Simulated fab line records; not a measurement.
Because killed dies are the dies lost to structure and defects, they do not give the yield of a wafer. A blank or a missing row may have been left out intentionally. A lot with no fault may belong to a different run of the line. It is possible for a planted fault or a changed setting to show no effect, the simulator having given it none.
Struck lot and sound lot, side by side ; flow sky130 ; 15 out of 708 route steps
Sound: wafers L349.1, L349.2, L349.3. Wafers L362.4, L362.5, L362.6 were the ones struck. The cause is given at the end.
Each step with rows lists, per side, the tool, then ch with its chambers, then its first start. Under that, the readings that differ: sound wafers ; struck wafers ; difference of the means ; sigmas: that difference in standard deviations of wafers without a fault.
alike: readings with means less than 2 such deviations apart, plus words and numbers identical on both sides. not compared: withheld readings, readings lacking a value on some wafer, bounds such as >300 that could conceal the same value, and numbers that have no deviation in the record and whose values overlap.
The two part at a step that has a row with sigmas, a row that says differs or no value, or rows on one side only. Non-overlapping numbers with no deviation appear without sigmas and do not part them. A reading that every wafer of one side lacks parts them only if that side has two wafers or more.

SKY_NWELL_TW_MEAS_26:
  sound on film_metro-03, day 6 21:43; struck on film_metro-04, day 10 11:45
  alike: NWELL_2_TW
then, 1 step without rows for these wafers: SKY_NWELL_CLEAN_27 (cleans in SC1/SC2, time 150 s).
SKY_NWELL_RTA_28: time 30 s.
  sound on rtp_anneal-01 ch 0, day 6 21:49; struck on rtp_anneal-01 ch 0, day 10 11:53
  alike: lamp_power_pct, ramp_down_c_per_s, wafer_temp_C_max
SKY_NWELL_RS_MEAS_29: uses a four-point probe to measure.
  sound on film_metro-04, day 6 21:55; struck on film_metro-02, day 10 11:59
  alike: NWELL_RS
SKY_NWELL_RS_MEAS_31: uses a four-point probe to measure.
  sound on film_metro-04, day 6 22:10; struck on film_metro-02, day 10 12:14
  alike: PWDE_RS
then, 6 steps without rows for these wafers: SKY_VT_ADJUST_HVTP_DEHYDRATE_00 (time 60 s); SKY_VT_ADJUST_HVTP_HMDS_01 (prime time 60 s); SKY_VT_ADJUST_HVTP_COAT_02 (resist thk 1140 nm); SKY_VT_ADJUST_HVTP_SOFTBAKE_03 (time 60 s); SKY_VT_ADJUST_HVTP_EXPOSE_04 (exposes mask HVTPM, target cd 380 nm); SKY_VT_ADJUST_HVTP_PEB_05.
SKY_VT_ADJUST_HVTP_DEVELOP_06: develop time 60 s.
  sound on litho_track-01 ch 0, day 7 16:37; struck on litho_track-03 ch 0, day 11 11:19
reading;sound;struck;difference;sigmas
developer_temp_C (C);22.90 22.95 22.94;25.13 25.17 25.11;+2.21;+22
  alike: resist_line_temp_C
SKY_VT_ADJUST_HVTP_CD_MEAS_07 targets a cd of 380 nm.
  sound on cd_sem-02, day 7 16:46; struck on cd_sem-01, day 11 11:44
reading;sound;struck;difference;sigmas
cd_nm (nm);381.3 379.1 381.0;373.2 371.2 372.3;-8.2;-3
  not compared: hold
SKY_VT_ADJUST_HVTP_OVL_MEAS_08:
  sound on overlay-02, day 7 16:53; struck on overlay-02, day 11 12:59
reading;sound;struck;difference;sigmas
hold;- - -;await_dispo/1.2h/release await_dispo/1.2h/release await_dispo/1.2h/release;no value on the sound wafers;
  alike: VT_ADJUST_HVTP_OVL
-- the record jumps here: 39 days lie between the struck wafers' starts before and after (it left off in module VT_ADJUST_HVTP and takes up again in module PAD_OPEN, whose first step shown is number 708 of the route) --
SKY_PAD_OPEN_PROBE_99:
  sound on prober-02, day 46 22:51; struck on prober-01, day 50 01:29
  alike: killed_at_M0_to_M3, killed_at_M4_up, killed_at_contacts, killed_at_front_end, killed_at_other, killed_dies, killed_open, killed_short

== WHERE THEY PART ==
Last at SKY_VT_ADJUST_HVTP_OVL_MEAS_08 as far as this record goes, first at SKY_VT_ADJUST_HVTP_DEVELOP_06. Later steps at which nothing parts them and some readings are alike: SKY_PAD_OPEN_PROBE_99.

WHY: what the simulator had put in
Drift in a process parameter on litho_track-03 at SKY_VT_ADJUST_HVTP_DEVELOP_06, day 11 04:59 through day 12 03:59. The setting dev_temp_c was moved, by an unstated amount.
